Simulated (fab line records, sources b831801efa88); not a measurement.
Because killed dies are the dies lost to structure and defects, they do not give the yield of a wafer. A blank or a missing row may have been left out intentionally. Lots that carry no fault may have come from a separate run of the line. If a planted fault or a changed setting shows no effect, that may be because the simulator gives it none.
Which of the tools did it? || flow sky130 || 33 wafers from 11 lots sampled at 6 of the route's 708 steps

WHAT THE GAUGES SHOWED, per wafer
SKY_DNWELL_TW_MEAS_09. Usual: DNWELL_TW typically reads 1113, with standard deviation 7.8.
{"lot": "L782", "measured": "day 3 02:04", "on": "filmMetro-01", "DNWELL_TW": "1125 1124 1122", "flag": ""}
{"lot": "L784", "measured": "day 4 02:11", "on": "filmMetro-03", "DNWELL_TW": "1109 1112 1112", "flag": ""}
{"lot": "L786", "measured": "day 4 04:47", "on": "filmMetro-04", "DNWELL_TW": "1121 1115 1112", "flag": ""}
{"lot": "L788", "measured": "day 4 12:50", "on": "filmMetro-04", "DNWELL_TW": "1117 1117 1116", "flag": ""}
{"lot": "L789", "measured": "day 4 22:16", "on": "filmMetro-03", "DNWELL_TW": "1094 1095 1105", "flag": ""}
{"lot": "L790", "measured": "day 5 02:11", "on": "filmMetro-01", "DNWELL_TW": "1120 1122 1116", "flag": ""}
{"lot": "L797", "measured": "day 6 12:16", "on": "filmMetro-04", "DNWELL_TW": "1106 1104 1101", "flag": ""}
{"lot": "L798", "measured": "day 6 22:49", "on": "filmMetro-03", "DNWELL_TW": "1120 1120 1123", "flag": ""}
{"lot": "L799", "measured": "day 7 03:47", "on": "filmMetro-01", "DNWELL_TW": "1121 1119 1121", "flag": ""}
{"lot": "L800", "measured": "day 7 04:23", "on": "filmMetro-04", "DNWELL_TW": "1106 1114 1110", "flag": ""}
{"lot": "L805", "measured": "day 9 01:40", "on": "filmMetro-03", "DNWELL_TW": "1105 1110 1113", "flag": ""}

SKY_NWELL_TW_MEAS_15. Usual: NWELL_TW typically reads 1818, with standard deviation 10.
{"lot": "L782", "measured": "day 4 14:44", "on": "filmMetro-01", "NWELL_TW": "1827 1828 1824", "flag": ""}
{"lot": "L784", "measured": "day 5 11:59", "on": "filmMetro-01", "NWELL_TW": "1829 1823 1839", "flag": ""}
{"lot": "L786", "measured": "day 5 16:07", "on": "filmMetro-03", "NWELL_TW": "1808 1814 1813", "flag": ""}
{"lot": "L788", "measured": "day 6 00:31", "on": "filmMetro-03", "NWELL_TW": "30 30 30 30 30 30", "flag": "OFF"}
{"lot": "L789", "measured": "day 6 11:17", "on": "filmMetro-01", "NWELL_TW": "30 30 30 30 30 30", "flag": "OFF"}
{"lot": "L790", "measured": "day 6 14:52", "on": "filmMetro-04", "NWELL_TW": "30 30 30 30 30 30", "flag": "OFF"}
{"lot": "L797", "measured": "day 8 03:34", "on": "filmMetro-03", "NWELL_TW": "1816 1820 1818", "flag": ""}
{"lot": "L798", "measured": "day 8 13:15", "on": "filmMetro-03", "NWELL_TW": "1821 1827 1824", "flag": ""}
{"lot": "L799", "measured": "day 8 18:01", "on": "filmMetro-03", "NWELL_TW": "1823 1825 1825", "flag": ""}
{"lot": "L800", "measured": "day 8 19:19", "on": "filmMetro-03", "NWELL_TW": "1818 1820 1822", "flag": ""}
{"lot": "L805", "measured": "day 10 23:36", "on": "filmMetro-01", "NWELL_TW": "1822 1821 1826", "flag": ""}

SKY_VT_ADJUST_LVTN_OVL_MEAS_07. Usual: VT_ADJUST_LVTN_OVL typically reads 0.4 nm, with standard deviation 1.3.
{"lot": "L782", "measured": "day 6 22:10", "on": "overlay-02", "VT_ADJUST_LVTN_OVL (nm)": "0.6 -0.4 0.3", "flag": ""}
{"lot": "L784", "measured": "day 7 21:01", "on": "overlay-02", "VT_ADJUST_LVTN_OVL (nm)": "-0.6 -0.3 -1.3", "flag": ""}
{"lot": "L786", "measured": "day 8 01:41", "on": "overlay-02", "VT_ADJUST_LVTN_OVL (nm)": "-1.2 0.4 -2.7", "flag": ""}
{"lot": "L797", "measured": "day 10 21:34", "on": "overlay-01", "VT_ADJUST_LVTN_OVL (nm)": "0.8 -1.4 0.2", "flag": ""}
{"lot": "L798", "measured": "day 11 08:13", "on": "overlay-01", "VT_ADJUST_LVTN_OVL (nm)": "0.1 1.3 0.4", "flag": ""}
{"lot": "L799", "measured": "day 11 14:52", "on": "overlay-01", "VT_ADJUST_LVTN_OVL (nm)": "-0.8 -0.5 3.0", "flag": ""}
{"lot": "L800", "measured": "day 11 16:32", "on": "overlay-01", "VT_ADJUST_LVTN_OVL (nm)": "1.3 1.9 0.1", "flag": ""}
{"lot": "L805", "measured": "day 14 02:43", "on": "overlay-02", "VT_ADJUST_LVTN_OVL (nm)": "2.3 0.3 -2.2", "flag": ""}

WHAT TOOL EACH LOT RAN ON (gives the tool, then ch and the chambers of the sampled wafers, and finally the start)
{"lot": "L782", "SKY_FIELD_ISO_STRIP_16": "plasmaAsher-02 ch 0,1, day 2 03:26", "SKY_PWDE_STRIP_09": "plasmaAsher-01 ch 0,1, day 3 22:09", "SKY_NWELL_STRIP_14": "plasmaAsher-01 ch 0,1, day 4 14:38"}
{"lot": "L784", "SKY_FIELD_ISO_STRIP_16": "plasmaAsher-01 ch 0,1, day 3 02:56", "SKY_PWDE_STRIP_09": "plasmaAsher-02 ch 0,1, day 4 18:12", "SKY_NWELL_STRIP_14": "plasmaAsher-04 ch 0,1, day 5 11:53"}
{"lot": "L786", "SKY_FIELD_ISO_STRIP_16": "plasmaAsher-01 ch 0,1, day 3 07:32", "SKY_PWDE_STRIP_09": "plasmaAsher-01 ch 0,1, day 4 21:27", "SKY_NWELL_STRIP_14": "plasmaAsher-04 ch 0,1, day 5 16:00"}
{"lot": "L788", "SKY_FIELD_ISO_STRIP_16": "plasmaAsher-03 ch 0,1, day 3 11:58", "SKY_PWDE_STRIP_09": "plasmaAsher-01 ch 0,1, day 5 05:29", "SKY_NWELL_STRIP_14": "plasmaAsher-04 ch 0,1, day 6 00:26"}
{"lot": "L789", "SKY_FIELD_ISO_STRIP_16": "plasmaAsher-02 ch 0,1, day 3 18:50", "SKY_PWDE_STRIP_09": "plasmaAsher-01 ch 0,1, day 5 15:58", "SKY_NWELL_STRIP_14": "plasmaAsher-01 ch 0,1, day 6 11:11"}
{"lot": "L790", "SKY_FIELD_ISO_STRIP_16": "plasmaAsher-03 ch 0,1, day 3 21:32", "SKY_PWDE_STRIP_09": "plasmaAsher-04 ch 0,1, day 5 19:27", "SKY_NWELL_STRIP_14": "plasmaAsher-01 ch 0, day 6 14:45"}
{"lot": "L797", "SKY_FIELD_ISO_STRIP_16": "plasmaAsher-03 ch 0,1, day 5 10:38", "SKY_PWDE_STRIP_09": "plasmaAsher-04 ch 0,1, day 7 07:27", "SKY_NWELL_STRIP_14": "plasmaAsher-03 ch 0,1, day 8 03:27"}
{"lot": "L798", "SKY_FIELD_ISO_STRIP_16": "plasmaAsher-01 ch 0,1, day 5 18:59", "SKY_PWDE_STRIP_09": "plasmaAsher-04 ch 0,1, day 7 17:43", "SKY_NWELL_STRIP_14": "plasmaAsher-04 ch 0,1, day 8 13:09"}
{"lot": "L799", "SKY_FIELD_ISO_STRIP_16": "plasmaAsher-01 ch 0,1, day 5 23:55", "SKY_PWDE_STRIP_09": "plasmaAsher-02 ch 0,1, day 7 22:38", "SKY_NWELL_STRIP_14": "plasmaAsher-04 ch 0,1, day 8 17:56"}
{"lot": "L800", "SKY_FIELD_ISO_STRIP_16": "plasmaAsher-01 ch 0,1, day 6 03:25", "SKY_PWDE_STRIP_09": "plasmaAsher-04 ch 0,1, day 7 23:23", "SKY_NWELL_STRIP_14": "plasmaAsher-01 ch 0,1, day 8 19:14"}
{"lot": "L805", "SKY_FIELD_ISO_STRIP_16": "plasmaAsher-01 ch 0,1, day 7 04:41", "SKY_PWDE_STRIP_09": "plasmaAsher-01 ch 0,1, day 9 23:43", "SKY_NWELL_STRIP_14": "plasmaAsher-03 ch 0,1, day 10 23:30"}
- SKY_FIELD_ISO_STRIP_16: strips in O2/N2.
- SKY_PWDE_STRIP_09: strips in O2/N2.
- SKY_NWELL_STRIP_14: strips in O2/N2.

WHAT THE TOOLS THEMSELVES READ (means of the sampled wafers that have a number; where no wafer has one, the mark that the record gives instead)
SKY_FIELD_ISO_STRIP_16. Usual: chamberPressureMTorr 1500.0 mTorr, standard deviation 1.4; drypumpMotorCurrentA 5.6 A, standard deviation 0.48; oesProductAu 0.377 a.u., standard deviation 0.0046; stripTimeToEndpointS 3.54 s, standard deviation 0.031.
{"lot": "L782", "tool": "plasmaAsher-02", "chamberPressureMTorr (mTorr)": 1498.9, "drypumpMotorCurrentA (A)": 5.2, "oesProductAu (a.u.)": 0.381, "stripTimeToEndpointS (s)": 3.54, "flag": ""}
{"lot": "L784", "tool": "plasmaAsher-01", "chamberPressureMTorr (mTorr)": 1498.9, "drypumpMotorCurrentA (A)": 5.8, "oesProductAu (a.u.)": 0.378, "stripTimeToEndpointS (s)": 3.58, "flag": ""}
{"lot": "L786", "tool": "plasmaAsher-01", "chamberPressureMTorr (mTorr)": 1500.3, "drypumpMotorCurrentA (A)": 5.6, "oesProductAu (a.u.)": 0.375, "stripTimeToEndpointS (s)": 3.54, "flag": ""}
{"lot": "L788", "tool": "plasmaAsher-03", "chamberPressureMTorr (mTorr)": 1501.3, "drypumpMotorCurrentA (A)": 5.9, "oesProductAu (a.u.)": 0.377, "stripTimeToEndpointS (s)": 3.55, "flag": ""}
{"lot": "L789", "tool": "plasmaAsher-02", "chamberPressureMTorr (mTorr)": 1501.3, "drypumpMotorCurrentA (A)": 5.2, "oesProductAu (a.u.)": 0.381, "stripTimeToEndpointS (s)": 3.54, "flag": ""}
{"lot": "L790", "tool": "plasmaAsher-03", "chamberPressureMTorr (mTorr)": 1501.4, "drypumpMotorCurrentA (A)": 5.8, "oesProductAu (a.u.)": 0.378, "stripTimeToEndpointS (s)": 3.55, "flag": ""}
{"lot": "L797", "tool": "plasmaAsher-03", "chamberPressureMTorr (mTorr)": 1498.8, "drypumpMotorCurrentA (A)": 6.2, "oesProductAu (a.u.)": 0.373, "stripTimeToEndpointS (s)": 3.49, "flag": ""}
{"lot": "L798", "tool": "plasmaAsher-01", "chamberPressureMTorr (mTorr)": 1499.5, "drypumpMotorCurrentA (A)": 5.8, "oesProductAu (a.u.)": 0.374, "stripTimeToEndpointS (s)": 3.51, "flag": ""}
{"lot": "L799", "tool": "plasmaAsher-01", "chamberPressureMTorr (mTorr)": 1498.6, "drypumpMotorCurrentA (A)": 5.8, "oesProductAu (a.u.)": 0.380, "stripTimeToEndpointS (s)": 3.52, "flag": ""}
{"lot": "L800", "tool": "plasmaAsher-01", "chamberPressureMTorr (mTorr)": 1500.1, "drypumpMotorCurrentA (A)": 5.6, "oesProductAu (a.u.)": 0.380, "stripTimeToEndpointS (s)": 3.54, "flag": ""}
{"lot": "L805", "tool": "plasmaAsher-01", "chamberPressureMTorr (mTorr)": 1499.5, "drypumpMotorCurrentA (A)": 5.8, "oesProductAu (a.u.)": 0.373, "stripTimeToEndpointS (s)": 3.50, "flag": ""}

SKY_PWDE_STRIP_09. Usual: chamberPressureMTorr 1500.1 mTorr, standard deviation 1.4; drypumpMotorCurrentA 5.9 A, standard deviation 0.46; oesProductAu 0.723 a.u., standard deviation 0.0045; stripTimeToEndpointS 36.85 s, standard deviation 0.099.
{"lot": "L782", "tool": "plasmaAsher-01", "chamberPressureMTorr (mTorr)": 1500.9, "drypumpMotorCurrentA (A)": 5.6, "oesProductAu (a.u.)": 0.720, "stripTimeToEndpointS (s)": 36.81, "flag": ""}
{"lot": "L784", "tool": "plasmaAsher-02", "chamberPressureMTorr (mTorr)": 1500.2, "drypumpMotorCurrentA (A)": 5.2, "oesProductAu (a.u.)": 0.722, "stripTimeToEndpointS (s)": 36.87, "flag": ""}
{"lot": "L786", "tool": "plasmaAsher-01", "chamberPressureMTorr (mTorr)": 1500.4, "drypumpMotorCurrentA (A)": 5.6, "oesProductAu (a.u.)": 0.724, "stripTimeToEndpointS (s)": 36.96, "flag": ""}
{"lot": "L788", "tool": "plasmaAsher-01", "chamberPressureMTorr (mTorr)": "-", "drypumpMotorCurrentA (A)": "-", "oesProductAu (a.u.)": "-", "stripTimeToEndpointS (s)": "-", "flag": "OFF"}
{"lot": "L789", "tool": "plasmaAsher-01", "chamberPressureMTorr (mTorr)": "-", "drypumpMotorCurrentA (A)": "-", "oesProductAu (a.u.)": "-", "stripTimeToEndpointS (s)": "-", "flag": "OFF"}
{"lot": "L790", "tool": "plasmaAsher-04", "chamberPressureMTorr (mTorr)": "-", "drypumpMotorCurrentA (A)": "-", "oesProductAu (a.u.)": "-", "stripTimeToEndpointS (s)": "-", "flag": "OFF"}
{"lot": "L797", "tool": "plasmaAsher-04", "chamberPressureMTorr (mTorr)": 1499.4, "drypumpMotorCurrentA (A)": 6.2, "oesProductAu (a.u.)": 0.724, "stripTimeToEndpointS (s)": 36.76, "flag": ""}
{"lot": "L798", "tool": "plasmaAsher-04", "chamberPressureMTorr (mTorr)": 1500.1, "drypumpMotorCurrentA (A)": 6.3, "oesProductAu (a.u.)": 0.721, "stripTimeToEndpointS (s)": 36.81, "flag": ""}
{"lot": "L799", "tool": "plasmaAsher-02", "chamberPressureMTorr (mTorr)": 1499.4, "drypumpMotorCurrentA (A)": 5.5, "oesProductAu (a.u.)": 0.724, "stripTimeToEndpointS (s)": 36.78, "flag": ""}
{"lot": "L800", "tool": "plasmaAsher-04", "chamberPressureMTorr (mTorr)": 1498.4, "drypumpMotorCurrentA (A)": 6.1, "oesProductAu (a.u.)": 0.725, "stripTimeToEndpointS (s)": 36.82, "flag": ""}
{"lot": "L805", "tool": "plasmaAsher-01", "chamberPressureMTorr (mTorr)": 1501.1, "drypumpMotorCurrentA (A)": 5.8, "oesProductAu (a.u.)": 0.725, "stripTimeToEndpointS (s)": 36.94, "flag": ""}

SKY_NWELL_STRIP_14. Usual: chamberPressureMTorr 1500.2 mTorr, standard deviation 1.3; drypumpMotorCurrentA 5.9 A, standard deviation 0.39; oesProductAu 0.722 a.u., standard deviation 0.0041; stripTimeToEndpointS 36.87 s, standard deviation 0.11.
{"lot": "L782", "tool": "plasmaAsher-01", "chamberPressureMTorr (mTorr)": 1499.9, "drypumpMotorCurrentA (A)": 5.6, "oesProductAu (a.u.)": 0.722, "stripTimeToEndpointS (s)": 36.90, "flag": ""}
{"lot": "L784", "tool": "plasmaAsher-04", "chamberPressureMTorr (mTorr)": 1501.2, "drypumpMotorCurrentA (A)": 6.3, "oesProductAu (a.u.)": 0.723, "stripTimeToEndpointS (s)": 36.73, "flag": ""}
{"lot": "L786", "tool": "plasmaAsher-04", "chamberPressureMTorr (mTorr)": 1500.8, "drypumpMotorCurrentA (A)": 6.3, "oesProductAu (a.u.)": 0.722, "stripTimeToEndpointS (s)": 36.84, "flag": ""}
{"lot": "L788", "tool": "plasmaAsher-04", "chamberPressureMTorr (mTorr)": 1500.0, "drypumpMotorCurrentA (A)": 6.2, "oesProductAu (a.u.)": 0.738, "stripTimeToEndpointS (s)": 80.79, "flag": "OFF"}
{"lot": "L789", "tool": "plasmaAsher-01", "chamberPressureMTorr (mTorr)": 1501.4, "drypumpMotorCurrentA (A)": 5.6, "oesProductAu (a.u.)": 0.735, "stripTimeToEndpointS (s)": 80.95, "flag": "OFF"}
{"lot": "L790", "tool": "plasmaAsher-01", "chamberPressureMTorr (mTorr)": 1498.5, "drypumpMotorCurrentA (A)": 5.5, "oesProductAu (a.u.)": 0.743, "stripTimeToEndpointS (s)": 81.12, "flag": "OFF"}
{"lot": "L797", "tool": "plasmaAsher-03", "chamberPressureMTorr (mTorr)": 1501.1, "drypumpMotorCurrentA (A)": 5.8, "oesProductAu (a.u.)": 0.724, "stripTimeToEndpointS (s)": 36.87, "flag": ""}
{"lot": "L798", "tool": "plasmaAsher-04", "chamberPressureMTorr (mTorr)": 1501.4, "drypumpMotorCurrentA (A)": 6.3, "oesProductAu (a.u.)": 0.722, "stripTimeToEndpointS (s)": 36.88, "flag": ""}
{"lot": "L799", "tool": "plasmaAsher-04", "chamberPressureMTorr (mTorr)": 1500.8, "drypumpMotorCurrentA (A)": 6.3, "oesProductAu (a.u.)": 0.722, "stripTimeToEndpointS (s)": 37.03, "flag": ""}
{"lot": "L800", "tool": "plasmaAsher-01", "chamberPressureMTorr (mTorr)": 1500.2, "drypumpMotorCurrentA (A)": 5.8, "oesProductAu (a.u.)": 0.727, "stripTimeToEndpointS (s)": 36.76, "flag": ""}
{"lot": "L805", "tool": "plasmaAsher-03", "chamberPressureMTorr (mTorr)": 1499.9, "drypumpMotorCurrentA (A)": 5.8, "oesProductAu (a.u.)": 0.725, "stripTimeToEndpointS (s)": 36.74, "flag": ""}

THE ANSWER, worked out from the rows above alone
Rule: take the mean of a lot's wafers that have a number; if it is more than 3 standard deviations from the usual mean, the lot is off. Also off: a lot with no number at a reading for which 4 or more lots have one. All remaining lots with rows at the step are treated as sound. After the gauges, taken in route order, come the tools' own readings; for these a lot's mean is taken, as printed above. The first step at which some lot is off is used, and at that step the reading that is off furthest; a lot without a number counts as furthest.
Off: L788, L789, L790, seen at SKY_NWELL_TW_MEAS_15 (NWELL_TW).
A tool fits if, at a process step before that reading, it ran every lot that is off, and no sound lot after the first of them. The gauges at SKY_NWELL_TW_MEAS_15 aren't tried: what is off there is off at SKY_PWDE_STRIP_09 too, on other tools, and a gauge's error can't cause that. None of those tried fits.

WHAT THE SIMULATOR PUT IN
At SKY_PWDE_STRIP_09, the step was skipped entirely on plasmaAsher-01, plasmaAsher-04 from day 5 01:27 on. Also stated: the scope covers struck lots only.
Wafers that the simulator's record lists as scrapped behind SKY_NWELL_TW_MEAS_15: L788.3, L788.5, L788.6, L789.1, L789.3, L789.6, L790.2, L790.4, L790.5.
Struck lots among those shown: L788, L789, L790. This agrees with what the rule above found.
